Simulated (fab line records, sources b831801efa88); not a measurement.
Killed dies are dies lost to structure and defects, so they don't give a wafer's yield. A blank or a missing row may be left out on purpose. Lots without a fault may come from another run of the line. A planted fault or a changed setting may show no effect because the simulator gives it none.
fab line records | flow sky130
record lots=13 wafers=38 last_day=50
route steps=708 shown LI_CONTACT@365 LOCAL_INTERCONNECT@389 PAD_OPEN@708
lots that met no fault: from a run of the same line without faults
start_h: hours from the record's first day to the start of the lot's first wafer shown | wait_h: hours since the lot's step before | " the same as in the row above | L1.1+2: a row that stands for several wafers | - no value, or no start given | * or withheld: withheld | < > ~ a bound
route shown NAME@n: a module of which the file shows steps, and the number in the route of the first | usual: mean/standard deviation of fault-free wafers | same: alike in all rows | chamber/n: place in a boat | sites: the reading at each site | _std_site: their standard deviation | _edge_site: outer sites' mean less inner sites' | radius_mm: how far each site lies from the wafer's centre | mask NAME#n: copy n | behind: the tool/chamber that last shaped the wafer | hold: why the lot was held/for how many hours/how that ended | device: the transistor (n, p or np) that didn't switch | end of line: the same wafers' tests at the end of the route | a step without rows: its recipe alone | killed: dies lost to structure and defects at the first sort, not the wafer's yield | map: a wafer's dies, x killed, . not, _ none there
set.NAME: the setting as run; set.NAME@STEP: as run at that earlier step | model.NAME: the simulator's own value behind a step, which no gauge read
steps of the route over a sample of lots; a table a step, a row a wafer
services: from which hour (start_h, from the record's first day; less than 0 if before it) a tool's chamber was out of use, for how many hours, and why
## steps
# step SKY_LI_CONTACT_BOW_MEAS_03
# recipe mode=bow
# usual LI_CONTACT_BOW=55/6
# columns lot.wafer tool chamber start_h wait_h LI_CONTACT_BOW[um]
L833.1 film_metro-01 - 649.88 0.2 54
L833.3 " - " " 76
L833.5 " - " " 54
L834.2 film_metro-03 - 653.39 0.2 51
L834.3 " - " " 56
L834.5 " - " " 51
L835.2 film_metro-02 - 663.25 0.2 57
L835.3 " - " " 63
L835.4 " - " " 60
L837.1 film_metro-02 - 678.15 0.1 62
L837.3 " - " " 49
L837.5 " - " " 48
L841.2 film_metro-03 - 724.09 0.2 61
L841.5 " - " " 64
L841.6 " - " " 56
L842.4 film_metro-02 - 724.64 0.3 55
L842.5 " - " " 51
L842.6 " - " " 52
L843.3 film_metro-02 - 726.15 0.2 47
L843.5 " - " " 71
L843.6 " - " " 42
L844.1 film_metro-02 - 741.43 0.1 49
L844.5 " - " " 49
L844.6 " - " " 37
L845.1 film_metro-02 - 745.08 0.1 61
L845.3 " - " " 51
L847.4 film_metro-02 - 756.09 0.3 72
L847.5 " - " " 63
L847.6 " - " " 43
L854.1 film_metro-03 - 808.68 0.2 53
L854.4 " - " " 52
L854.6 " - " " 57
L855.2 film_metro-02 - 816.65 0.3 60
L855.3 " - " " 44
L855.6 " - " " 48
L856.1 film_metro-01 - 820.72 0.2 47
L856.2 " - " " 55
L856.3 " - " " 57
# step SKY_LOCAL_INTERCONNECT_THK_MEAS_02
# recipe thk_meas_gauge=xrf reads=TiN_of_LOCAL_INTERCONNECT_SPUTTER_00
# usual LOCAL_INTERCONNECT_TIN_THK=100.8/1.1
# columns lot.wafer tool chamber start_h wait_h LOCAL_INTERCONNECT_TIN_THK[nm]
L833.1 film_metro-03 - 679.27 0.1 99.1
L833.3 " - " " 99.1
L833.5 " - " " 98.2
L834.2 film_metro-03 - 682.76 0.1 101.1
L834.3 " - " " 100.0
L834.5 " - " " 101.4
L835.2 film_metro-04 - 692.51 0.1 100.7
L835.3 " - " " 100.3
L835.4 " - " " 100.6
L837.1 film_metro-03 - 707.93 0.1 99.6
L837.3 " - " " 99.7
L837.5 " - " " 99.4
L841.2 film_metro-03 - 752.36 0.1 100.0
L841.5 " - " " 99.9
L841.6 " - " " 100.5
L842.4 film_metro-03 - 753.33 0.1 100.8
L842.5 " - " " 101.0
L842.6 " - " " 101.1
L843.3 film_metro-03 - 754.57 0.1 99.5
L843.5 " - " " 98.8
L843.6 " - " " 98.5
L844.1 film_metro-04 - 769.57 0.1 100.1
L844.5 " - " " 100.0
L844.6 " - " " 99.6
L845.1 film_metro-01 - 773.77 0.1 103.1
L845.3 " - " " 103.0
L847.4 film_metro-04 - 785.40 0.1 100.2
L847.5 " - " " 100.8
L847.6 " - " " 100.3
L854.1 film_metro-03 - 836.45 0.1 99.5
L854.4 " - " " 99.8
L854.6 " - " " 100.8
L855.2 film_metro-04 - 845.03 0.1 101.2
L855.3 " - " " 100.0
L855.6 " - " " 100.9
L856.1 film_metro-03 - 848.84 0.1 100.5
L856.2 " - " " 101.0
L856.3 " - " " 101.1
# step SKY_LOCAL_INTERCONNECT_OVL_MEAS_12
# usual LOCAL_INTERCONNECT_OVL=-3/6.2
# columns lot.wafer tool chamber start_h wait_h LOCAL_INTERCONNECT_OVL[nm]
L833.1 overlay-01 - 708.07 0.1 1
L833.3 " - " " 4
L833.5 " - " " 6
L834.2 overlay-02 - 710.92 0.1 6
L834.3 " - " " 3
L834.5 " - " " 9
L835.2 overlay-01 - 720.12 0.1 -8
L835.3 " - " " -12
L835.4 " - " " -5
L837.1 overlay-01 - 735.56 0.1 3
L837.3 " - " " 0
L837.5 " - " " 6
L841.2 overlay-01 - 780.29 0.1 -3
L841.5 " - " " -13
L841.6 " - " " -5
L842.4 overlay-01 - 780.53 0.1 -8
L842.5 " - " " 0
L842.6 " - " " -2
L843.3 overlay-01 - 781.25 0.1 5
L843.5 " - " " -7
L843.6 " - " " 3
L844.1 overlay-01 - 795.87 0.1 11
L844.5 " - " " 1
L844.6 " - " " 3
L845.1 overlay-01 - 800.62 0.1 -12
L845.3 " - " " -7
L847.4 overlay-02 - 811.99 0.1 -4
L847.5 " - " " -7
L847.6 " - " " -2
L854.1 overlay-01 - 862.66 0.1 -8
L854.4 " - " " -6
L854.6 " - " " -9
L855.2 overlay-02 - 871.12 0.1 -5
L855.3 " - " " -4
L855.6 " - " " -7
L856.1 overlay-01 - 874.84 0.1 -2
L856.2 " - " " -3
L856.3 " - " " -5
# step SKY_LOCAL_INTERCONNECT_METAL_ETCH_14
# recipe target_depth_nm=110 stop_on=PSG chemistry=Cl2/BCl3 target=TiN resist_sidewall_deg=88 pressure_mtorr=10 icp_w=900 bias_w=48.5 Cl2_flow_sccm=60 bcl3_flow_sccm=30 time_s=31.4
# usual drypump_motor_current_A=5.5/0.36 oes_product_au=0.941/0.0069 run_length_s=59.8/0.48 throttle_valve_pct=21.903/0.0098
# columns lot.wafer tool chamber start_h wait_h drypump_motor_current_A oes_product_au rf_hours_counter_h run_length_s throttle_valve_pct
L833.1 rie_metal-01 1 708.17 0.0 6.0 0.934 4 59.8 21.895
L833.3 " 1 " " 6.0 0.937 - 59.1 21.917
L833.5 " 1 " " 6.0 0.927 - 59.3 21.921
L834.2 rie_metal-03 1 711.02 0.0 5.3 0.947 13 60.4 21.902
L834.3 " 1 " " 5.3 0.937 - 60.9 21.910
L834.5 " 1 " " 5.3 0.955 - 60.2 21.900
L835.2 rie_metal-03 0 720.21 0.0 5.5 0.947 14 59.8 21.891
L835.3 " 1 " " 5.3 0.942 - 60.4 21.895
L835.4 " 0 " " 5.5 0.940 - 60.2 21.903
L837.1 rie_metal-01 1 735.66 0.0 5.9 0.928 5 59.6 21.908
L837.3 " 0 " " 5.7 0.940 - 60.2 21.899
L837.5 " 0 " " 5.7 0.932 - 59.9 21.903
L841.2 rie_metal-02 1 780.39 0.0 5.1 0.937 13 59.6 21.896
L841.5 " 1 " " 5.1 0.936 - 59.6 21.918
L841.6 " 0 " " 6.0 0.949 - 59.1 21.895
L842.4 rie_metal-01 0 780.63 0.0 5.7 0.942 - 60.5 21.897
L842.5 " 1 " " 6.0 0.950 - 59.3 21.880
L842.6 " 0 " " 5.6 0.942 - 60.0 21.906
L843.3 rie_metal-02 0 781.35 0.0 5.9 0.935 - 59.0 21.904
L843.5 " 1 " " 5.1 0.932 - 59.6 21.917
L843.6 " 0 " " 6.0 0.927 - 59.2 21.915
L844.1 rie_metal-02 0 795.97 0.0 6.0 0.931 2 59.0 21.908
L844.5 " 0 " " 6.0 0.939 - 59.1 21.910
L844.6 " 1 " " 5.1 0.924 - 59.9 21.904
L845.1 rie_metal-02 0 800.72 0.0 6.0 0.978 2 58.0 21.876
L845.3 " 0 " " 6.0 0.971 - 58.2 21.898
L847.4 rie_metal-03 1 812.08 0.0 5.3 0.937 - 60.6 21.906
L847.5 " 0 " " 5.5 0.942 - 60.0 21.908
L847.6 " 1 " " 5.2 0.933 - 61.0 21.909
L854.1 rie_metal-03 0 862.83 0.1 5.5 0.940 1 59.8 21.915
L854.4 " 0 " " 5.5 0.926 - 59.9 21.894
L854.6 " 0 " " 5.5 0.940 - 59.7 21.898
L855.2 rie_metal-01 1 871.29 0.1 6.0 0.937 - 59.7 21.903
L855.3 " 1 " " 6.0 0.943 - 59.7 21.907
L855.6 " 1 " " 6.0 0.942 - 59.3 21.890
L856.1 rie_metal-03 0 875.00 0.1 5.5 0.943 1 59.9 21.895
L856.2 " 0 " " 5.5 0.944 - 60.2 21.904
L856.3 " 0 " " 5.5 0.940 - 60.3 21.892
# step SKY_PAD_OPEN_PROBE_99
# usual killed_at_M0_to_M3=44/7.1 killed_at_M4_up=3.1/1.9 killed_at_contacts=25/5.8 killed_at_front_end=16/4.5 killed_at_other=0.3/0.52 killed_dies=88/9.1 killed_open=48/6.8 killed_short=39/5.8
# same gross_dies=492 killed_at_back_side=0
# columns lot.wafer tool chamber start_h wait_h killed_at_M0_to_M3 killed_at_M4_up killed_at_contacts killed_at_front_end killed_at_other killed_dies killed_open killed_short
L833.1 prober-01 - 1077.41 0.1 39 5 20 15 0 79 40 37
L833.3 prober-01 - 1077.51 0.2 47 0 17 14 0 78 43 35
L833.5 prober-01 - 1077.61 0.2 39 2 17 17 0 75 43 31
L834.2 prober-02 - 1080.11 0.1 40 3 31 23 0 97 60 36
L834.3 prober-02 - 1080.16 0.2 44 6 20 13 1 84 51 33
L834.5 prober-02 - 1080.26 0.2 44 3 21 19 0 87 45 42
L835.2 prober-01 - 1089.96 0.1 40 2 27 16 0 85 52 33
L835.3 prober-01 - 1090.01 0.2 56 3 23 14 0 96 59 37
L835.4 prober-01 - 1090.06 0.2 40 2 24 15 0 81 33 47
L837.1 prober-01 - 1101.21 0.1 42 1 30 17 0 90 59 31
L837.3 prober-01 - 1101.31 0.2 41 2 8 18 0 69 35 34
L837.5 prober-01 - 1101.41 0.2 34 5 25 24 1 89 54 35
L842.4 prober-01 - 1137.17 0.2 51 3 22 11 0 87 45 41
L842.5 prober-01 - 1137.22 0.2 47 3 28 20 1 99 61 38
L842.6 prober-01 - 1137.27 0.2 61 2 24 14 1 102 54 48
L841.2 prober-02 - 1138.05 0.1 45 5 20 11 0 81 45 35
L841.5 prober-02 - 1138.20 0.2 41 3 28 17 1 90 42 48
L841.6 prober-02 - 1138.25 0.2 56 5 24 19 1 105 64 41
L843.3 prober-01 - 1139.40 0.2 47 0 25 18 0 90 50 40
L843.5 prober-01 - 1139.50 0.2 40 1 20 15 0 76 41 35
L843.6 prober-01 - 1139.55 0.2 37 2 27 12 0 78 47 31
L844.1 prober-02 - 1143.34 0.1 38 4 25 11 1 79 44 35
L844.5 prober-02 - 1143.54 0.2 44 4 29 21 0 98 60 38
L844.6 prober-02 - 1143.59 0.2 44 1 30 20 0 95 53 40
L845.1 prober-01 - 1147.96 0.1 46 5 22 19 0 92 44 48
L845.3 prober-01 - 1148.06 0.2 39 2 33 21 0 95 43 52
L847.4 prober-02 - 1157.81 0.2 37 2 36 12 1 88 48 39
L847.5 prober-02 - 1157.86 0.2 39 3 22 12 0 76 43 33
L847.6 prober-02 - 1157.91 0.2 51 2 17 20 0 90 43 47
L854.1 prober-02 - 1191.61 0.1 50 2 26 19 0 97 57 40
L854.4 prober-02 - 1191.76 0.2 50 10 23 14 0 97 54 42
L854.6 prober-02 - 1191.86 0.2 45 1 38 12 0 96 58 38
L855.2 prober-01 - 1196.07 0.1 45 1 27 14 0 87 54 33
L855.3 prober-01 - 1196.12 0.2 48 3 21 18 0 90 41 49
L855.6 prober-01 - 1196.27 0.2 50 5 23 18 0 96 54 42
L856.1 prober-02 - 1196.97 0.1 49 4 20 18 0 91 46 44
L856.2 prober-02 - 1197.02 0.1 44 4 31 8 0 87 45 41
L856.3 prober-02 - 1197.07 0.2 40 2 23 9 3 77 47 28
# killed by level:class
L833.1 LI_CONTACT:geometric_particle:open=7 VIA2:geometric_particle:open=7 METAL2:geometric_particle:short=7 FIELD_ISO:geometric_particle:short=6 CONTACT:geometric_particle:open=6 VIA3:geometric_particle:open=6 VIA1:geometric_particle:short=4 SPACER:geometric_particle:open=3
L833.3 CONTACT:geometric_particle:open=9 VIA1:geometric_particle:open=8 VIA2:geometric_particle:open=8 METAL1:geometric_particle:short=7 VIA3:geometric_particle:open=7 FIELD_ISO:geometric_particle:open=5 FIELD_ISO:geometric_particle:short=5 METAL2:geometric_particle:short=5
L833.5 FIELD_ISO:geometric_particle:open=8 METAL2:geometric_particle:short=8 VIA1:geometric_particle:open=7 CONTACT:geometric_particle:open=7 VIA3:geometric_particle:open=6 VIA2:geometric_particle:open=5 LI_CONTACT:geometric_particle:open=4 METAL1:geometric_particle:short=4
L834.2 CONTACT:geometric_particle:open=16 VIA1:geometric_particle:open=11 VIA3:geometric_particle:open=8 LI_CONTACT:geometric_particle:open=7 FIELD_ISO:geometric_particle:open=6 FIELD_ISO:geometric_particle:short=6 LOCAL_INTERCONNECT:geometric_particle:short=6 METAL1:geometric_particle:short=5
L834.3 VIA1:geometric_particle:open=14 VIA3:geometric_particle:open=9 CONTACT:geometric_particle:open=8 METAL1:geometric_particle:short=6 LI_CONTACT:geometric_particle:open=5 METAL4:geometric_particle:short=5 FIELD_ISO:geometric_particle:open=4 METAL2:geometric_particle:short=4
L834.5 VIA3:geometric_particle:open=12 VIA1:geometric_particle:open=8 POLY_GATE:geometric_particle:short=7 CONTACT:geometric_particle:open=6 METAL2:geometric_particle:short=6 FIELD_ISO:geometric_particle:open=4 LI_CONTACT:geometric_particle:short=4 CONTACT:geometric_particle:short=4
L835.2 CONTACT:geometric_particle:open=11 VIA1:geometric_particle:open=9 LI_CONTACT:geometric_particle:open=7 METAL3:geometric_particle:short=7 POLY_GATE:geometric_particle:open=6 VIA2:geometric_particle:open=5 METAL1:geometric_particle:short=5 VIA1:geometric_particle:short=5
L835.3 VIA2:geometric_particle:open=16 CONTACT:geometric_particle:open=11 VIA1:geometric_particle:open=9 METAL1:geometric_particle:short=8 LI_CONTACT:geometric_particle:open=7 POLY_GATE:geometric_particle:open=6 METAL3:geometric_particle:short=6 VIA2:geometric_particle:short=5
L835.4 CONTACT:geometric_particle:open=7 CONTACT:geometric_particle:short=7 VIA3:geometric_particle:open=6 LI_CONTACT:geometric_particle:open=5 VIA2:geometric_particle:short=5 METAL2:geometric_particle:open=5 POLY_GATE:geometric_particle:short=4 SPACER:geometric_particle:short=4
L837.1 LI_CONTACT:geometric_particle:open=11 CONTACT:geometric_particle:open=9 VIA1:geometric_particle:open=9 VIA2:geometric_particle:open=8 VIA3:geometric_particle:open=7 FIELD_ISO:geometric_particle:open=6 METAL1:geometric_particle:short=6 LOCAL_INTERCONNECT:geometric_particle:short=5
L837.3 VIA1:geometric_particle:open=9 FIELD_ISO:geometric_particle:short=7 VIA1:geometric_particle:short=7 VIA2:geometric_particle:open=7 FIELD_ISO:geometric_particle:open=5 VIA3:geometric_particle:open=5 METAL2:geometric_particle:short=3 POLY_GATE:geometric_particle:short=3
L837.5 CONTACT:geometric_particle:open=10 POLY_GATE:geometric_particle:open=8 VIA1:geometric_particle:open=7 FIELD_ISO:geometric_particle:open=6 VIA3:geometric_particle:open=6 CONTACT:geometric_particle:short=6 METAL4:geometric_particle:short=5 FIELD_ISO:geometric_particle:short=4
L842.4 VIA1:geometric_particle:open=14 VIA1:geometric_particle:short=9 LI_CONTACT:geometric_particle:open=8 CONTACT:geometric_particle:open=7 FIELD_ISO:geometric_particle:short=5 VIA2:geometric_particle:open=5 METAL1:geometric_particle:short=4 METAL2:geometric_particle:short=4
L842.5 VIA1:geometric_particle:open=16 CONTACT:geometric_particle:open=10 LI_CONTACT:geometric_particle:open=9 VIA2:geometric_particle:open=8 VIA3:geometric_particle:open=5 METAL1:geometric_particle:short=5 POLY_GATE:geometric_particle:open=4 POLY_GATE:geometric_particle:short=4
L842.6 VIA1:geometric_particle:open=14 VIA3:geometric_particle:open=9 METAL1:geometric_particle:short=8 CONTACT:geometric_particle:short=7 VIA2:geometric_particle:open=7 LI_CONTACT:geometric_particle:open=6 VIA1:geometric_particle:short=6 VIA2:geometric_particle:short=6
L841.2 VIA1:geometric_particle:open=13 LI_CONTACT:geometric_particle:open=6 CONTACT:geometric_particle:open=6 VIA2:geometric_particle:open=6 VIA1:geometric_particle:short=5 METAL3:geometric_particle:short=5 METAL4:geometric_particle:short=5 LOCAL_INTERCONNECT:geometric_particle:short=4
L841.5 CONTACT:geometric_particle:open=10 VIA1:geometric_particle:open=7 LI_CONTACT:geometric_particle:open=6 VIA1:geometric_particle:short=6 POLY_GATE:geometric_particle:short=5 METAL1:geometric_particle:short=5 METAL2:geometric_particle:short=5 VIA2:geometric_particle:open=5
L841.6 VIA1:geometric_particle:open=28 CONTACT:geometric_particle:open=11 POLY_GATE:geometric_particle:short=7 LI_CONTACT:geometric_particle:open=6 METAL2:geometric_particle:short=5 METAL4:geometric_particle:short=5 POLY_GATE:geometric_particle:open=4 VIA1:geometric_particle:short=4
L843.3 LI_CONTACT:geometric_particle:open=10 VIA1:geometric_particle:open=10 VIA2:geometric_particle:open=8 METAL2:geometric_particle:short=8 CONTACT:geometric_particle:open=8 FIELD_ISO:geometric_particle:short=6 CONTACT:geometric_particle:short=5 VIA1:geometric_particle:short=5
L843.5 VIA3:geometric_particle:open=9 METAL2:geometric_particle:short=7 POLY_GATE:geometric_particle:short=6 CONTACT:geometric_particle:open=6 VIA1:geometric_particle:open=6 LI_CONTACT:geometric_particle:open=5 METAL1:geometric_particle:short=4 CONTACT:geometric_particle:short=4
L843.6 VIA1:geometric_particle:open=9 LOCAL_INTERCONNECT:geometric_particle:short=8 CONTACT:geometric_particle:open=8 VIA3:geometric_particle:open=8 LI_CONTACT:geometric_particle:open=6 POLY_GATE:geometric_particle:open=5 VIA2:geometric_particle:open=5 CONTACT:geometric_particle:short=4
L844.1 CONTACT:geometric_particle:open=11 VIA2:geometric_particle:open=10 VIA1:geometric_particle:open=9 LOCAL_INTERCONNECT:geometric_particle:short=5 METAL1:geometric_particle:short=5 POLY_GATE:geometric_particle:short=4 LI_CONTACT:geometric_particle:open=4 FIELD_ISO:geometric_particle:open=3
L844.5 CONTACT:geometric_particle:open=14 VIA1:geometric_particle:open=10 VIA2:geometric_particle:open=8 POLY_GATE:geometric_particle:short=7 LI_CONTACT:geometric_particle:open=7 VIA3:geometric_particle:open=7 VIA1:geometric_particle:short=7 FIELD_ISO:geometric_particle:open=4
L844.6 VIA1:geometric_particle:open=11 CONTACT:geometric_particle:open=10 LI_CONTACT:geometric_particle:open=7 LOCAL_INTERCONNECT:geometric_particle:short=7 FIELD_ISO:geometric_particle:open=6 VIA3:geometric_particle:open=6 CONTACT:geometric_particle:short=6 FIELD_ISO:geometric_particle:short=5
L845.1 METAL2:geometric_particle:short=9 LI_CONTACT:geometric_particle:open=8 VIA1:geometric_particle:short=8 VIA1:geometric_particle:open=8 FIELD_ISO:geometric_particle:open=6 CONTACT:geometric_particle:open=6 LI_CONTACT:geometric_particle:short=5 VIA2:geometric_particle:open=5
L845.3 LOCAL_INTERCONNECT:geometric_particle:short=10 CONTACT:geometric_particle:open=10 VIA1:geometric_particle:open=8 METAL2:geometric_particle:short=7 VIA3:geometric_particle:open=6 FIELD_ISO:geometric_particle:open=5 FIELD_ISO:geometric_particle:short=5 CONTACT:geometric_particle:short=5
L847.4 VIA1:geometric_particle:open=14 CONTACT:geometric_particle:open=13 CONTACT:geometric_particle:short=9 LI_CONTACT:geometric_particle:open=6 LOCAL_INTERCONNECT:geometric_particle:short=5 VIA1:geometric_particle:short=5 FIELD_ISO:geometric_particle:short=4 VIA3:geometric_particle:short=4
L847.5 VIA1:geometric_particle:open=14 CONTACT:geometric_particle:open=7 LI_CONTACT:geometric_particle:open=6 VIA3:geometric_particle:open=6 METAL2:geometric_particle:short=4 CONTACT:geometric_particle:short=4 LOCAL_INTERCONNECT:geometric_particle:short=4 VIA2:geometric_particle:open=4
L847.6 VIA1:geometric_particle:open=13 METAL2:geometric_particle:short=10 POLY_GATE:geometric_particle:short=6 VIA1:geometric_particle:short=6 VIA3:geometric_particle:open=6 CONTACT:geometric_particle:open=5 LOCAL_INTERCONNECT:geometric_particle:short=4 FIELD_ISO:geometric_particle:short=3
L854.1 VIA3:geometric_particle:open=11 CONTACT:geometric_particle:open=10 VIA1:geometric_particle:open=10 METAL1:geometric_particle:short=6 VIA1:geometric_particle:short=6 FIELD_ISO:geometric_particle:open=5 POLY_GATE:geometric_particle:short=5 CONTACT:geometric_particle:short=5
L854.4 VIA2:geometric_particle:open=10 LI_CONTACT:geometric_particle:open=9 VIA1:geometric_particle:open=9 METAL4:geometric_particle:short=8 METAL1:geometric_particle:short=7 METAL2:geometric_particle:short=6 VIA3:geometric_particle:open=6 POLY_GATE:geometric_particle:open=5
L854.6 CONTACT:geometric_particle:open=16 VIA1:geometric_particle:open=15 CONTACT:geometric_particle:short=8 LI_CONTACT:geometric_particle:open=6 METAL1:geometric_particle:short=6 VIA2:geometric_particle:open=5 POLY_GATE:geometric_particle:open=4 LOCAL_INTERCONNECT:geometric_particle:short=4
L855.2 VIA1:geometric_particle:open=13 CONTACT:geometric_particle:open=10 VIA3:geometric_particle:open=7 VIA2:geometric_particle:open=7 LOCAL_INTERCONNECT:geometric_particle:short=5 METAL2:geometric_particle:short=5 VIA2:geometric_particle:short=5 LI_CONTACT:geometric_particle:short=4
L855.3 VIA1:geometric_particle:open=11 FIELD_ISO:geometric_particle:short=8 VIA2:geometric_particle:open=8 CONTACT:geometric_particle:open=7 METAL1:geometric_particle:short=7 METAL2:geometric_particle:short=6 LOCAL_INTERCONNECT:geometric_particle:short=5 CONTACT:geometric_particle:short=4
L855.6 VIA1:geometric_particle:open=16 CONTACT:geometric_particle:open=8 LI_CONTACT:geometric_particle:open=7 METAL3:geometric_particle:short=7 FIELD_ISO:geometric_particle:open=6 FIELD_ISO:geometric_particle:short=5 METAL1:geometric_particle:short=5 VIA3:geometric_particle:open=5
L856.1 VIA1:geometric_particle:open=11 LI_CONTACT:geometric_particle:open=9 METAL1:geometric_particle:short=9 METAL2:geometric_particle:short=7 FIELD_ISO:geometric_particle:open=6 METAL3:geometric_particle:short=5 CONTACT:geometric_particle:open=4 VIA3:geometric_particle:short=4
L856.2 CONTACT:geometric_particle:open=14 VIA1:geometric_particle:open=13 LOCAL_INTERCONNECT:geometric_particle:short=9 METAL1:geometric_particle:short=7 METAL3:geometric_particle:short=4 VIA3:geometric_particle:open=4 LI_CONTACT:geometric_particle:open=3 VIA2:geometric_particle:open=3
L856.3 VIA2:geometric_particle:open=9 CONTACT:geometric_particle:open=8 VIA1:geometric_particle:open=7 METAL2:geometric_particle:short=6 VIA3:geometric_particle:open=6 LI_CONTACT:geometric_particle:open=4 LOCAL_INTERCONNECT:geometric_particle:open=4 METAL1:geometric_particle:short=4
## services
# columns tool chamber start_h hours kind
rie_metal-02 0 695.15 10.8 repair
rie_metal-02 0 712.28 - clean
rie_metal-02 0 712.28 19.1 scheduled_down
rie_metal-02 0 712.28 19.1 vent_cycle
rie_metal-03 0 726.52 63.0 repair
rie_metal-03 - 827.80 14.6 pm
rie_metal-03 0 842.40 - clean
rie_metal-03 0 842.40 15.4 scheduled_down
rie_metal-03 0 842.40 15.4 vent_cycle
rie_metal-03 1 851.76 17.4 repair
rie_metal-01 0 854.35 18.2 repair
rie_metal-03 1 874.67 3.5 repair
## key
first_sign step=SKY_LOCAL_INTERCONNECT_METAL_ETCH_14 reading=oes_product_au direction=up sigmas=4.9 usual=0.941 struck=0.974
effect step=SKY_LOCAL_INTERCONNECT_METAL_ETCH_14 reading=run_length_s direction=down sigmas=3.4 usual=* struck=*
met_at SKY_LOCAL_INTERCONNECT_METAL_ETCH_14
struck_lots L845
tester_left_out L845
not_acting_at SKY_LI_CONTACT_BOW_MEAS_03,SKY_LOCAL_INTERCONNECT_THK_MEAS_02,SKY_LOCAL_INTERCONNECT_OVL_MEAS_12
onset_between 795.97 800.72
fault kind=process_parameter_drift tool=rie_metal-02 chamber=- onset_h=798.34 steps=SKY_LOCAL_INTERCONNECT_METAL_ETCH_14 channel=time_s offset=* shape=step end_h=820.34 acts_in=* stated=*
# tester_left_out: of these lots the tester's yield and bins aren't shown, on N5 and GAA mostly nor the transistor test; their killed dies are dies lost to structure and defects alone, not to doping, threshold or leakage, so they don't give the yield
